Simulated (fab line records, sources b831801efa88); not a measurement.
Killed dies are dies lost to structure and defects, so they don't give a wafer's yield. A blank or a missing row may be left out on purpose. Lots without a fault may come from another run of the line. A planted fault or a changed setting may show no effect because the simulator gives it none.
A struck lot beside a sound one | flow gf180mcu | 18 steps out of a route of 602
Sound: wafers L390.2, L390.5, L390.6. Struck: wafers L393.1, L393.4, L393.6. The cause comes at the end.
At each step with rows: each side's tool, then ch and its chambers, then its first start. Under that, the readings that differ: sound wafers | struck wafers | difference of the means | sigmas: that difference in standard deviations of wafers without a fault.
alike: readings whose means differ by less than 2 such deviations, and words and numbers that are the same on both sides. not compared: withheld readings, readings that some wafer has no value for, bounds like >300 that may hide the same value, and numbers for which the record gives no deviation and whose values overlap.
The two part at a step that has a row with sigmas, a row that says differs or no value, or rows on one side only. Numbers that don't overlap but have no deviation are shown without sigmas and don't part them. A reading that every wafer of one side lacks parts them only if that side has two wafers or more.

GF_MIM_SPUTTER_04: material TiN, target thk 50 nm, time 41.7 s.
  sound on pvd_sputter-02, day 27 09:05; struck on pvd_sputter-03, day 28 04:49
  alike: chamber_pressure_pa, throttle_valve_pct
then, 1 step without rows for these wafers: GF_MIM_CVD_05 (deposits Si3N4, target thk 42 nm, time 29.086 s).
GF_MIM_THK_MEAS_06:
  sound on film_metro-03, day 27 09:11; struck on film_metro-03, day 28 04:53
  alike: MIM_CVD_05_THK
GF_MIM_SPUTTER_07: material TiN, target thk 60 nm, time 50 s.
  sound on pvd_sputter-04, day 27 09:14; struck on pvd_sputter-04, day 28 04:56
  alike: chamber_pressure_pa, throttle_valve_pct
GF_MIM_SPUTTER_08: material AlCu, target thk 200 nm, time 10.6 s.
  sound on pvd_sputter-04, day 27 09:17; struck on pvd_sputter-04, day 28 04:59
  alike: chamber_pressure_pa, throttle_valve_pct
GF_MIM_SPUTTER_09: material TiN, target thk 35 nm, time 29.2 s.
  sound on pvd_sputter-04, day 27 09:18; struck on pvd_sputter-04, day 28 05:01
  alike: chamber_pressure_pa, throttle_valve_pct
GF_MIM_RS_MEAS_10: measures by four-point-probe.
  sound on film_metro-04, day 27 09:23; struck on film_metro-02, day 28 05:02
  alike: MIM_ALCU_RS
GF_MIM_THK_MEAS_11: measures by xrf.
  sound on film_metro-04, day 27 09:29; struck on film_metro-02, day 28 05:10
  alike: MIM_ALCU_THK
then, 4 steps without rows for these wafers: GF_MIM_DEHYDRATE_12 (time 60 s); GF_MIM_HMDS_13 (prime time 60 s); GF_MIM_COAT_14 (resist thk 1000 nm); GF_MIM_SOFTBAKE_15 (time 60 s).
GF_MIM_EXPOSE_16: exposes mask FuseTop, target cd 2000 nm.
  sound on iline_stepper-01 ch 0, day 27 19:40; struck on iline_stepper-01 ch 0, day 28 14:57
  alike: mask, reticle_temp_C
then, 2 steps without rows for these wafers: GF_MIM_PEB_17; GF_MIM_DEVELOP_18 (develop time 60 s).
GF_MIM_METAL_ETCH_19: etches the open film in Cl2/BCl3, stops on Si3N4, target depth 324.5 nm, time 54.1 s.
  sound on rie_metal-01 ch 0,1, day 28 05:46; struck on rie_metal-04 ch 0, day 29 00:47
  alike: drypump_motor_current_A, mfc_cl2_sccm, oes_product_au, rf_fwd_power_W, throttle_valve_pct
  not compared: rf_hours_counter_h, model.MIM.cd_nm
GF_MIM_STRIP_20: strips in O2/N2.
  sound on plasma_asher-03 ch 0,1, day 28 05:50; struck on plasma_asher-03 ch 1, day 29 00:51
  alike: drypump_motor_current_A, heater_power_w, oes_product_au, strip_time_to_endpoint_s
  not compared: rf_hours_counter_h
GF_PASSIVATION_PROBE_99:
  the record has rows for the sound wafers here (prober-02, day 31 17:43) and none for the struck ones

WHERE THEY PART
Only at GF_PASSIVATION_PROBE_99, within this record.

WHY: what the simulator had put in
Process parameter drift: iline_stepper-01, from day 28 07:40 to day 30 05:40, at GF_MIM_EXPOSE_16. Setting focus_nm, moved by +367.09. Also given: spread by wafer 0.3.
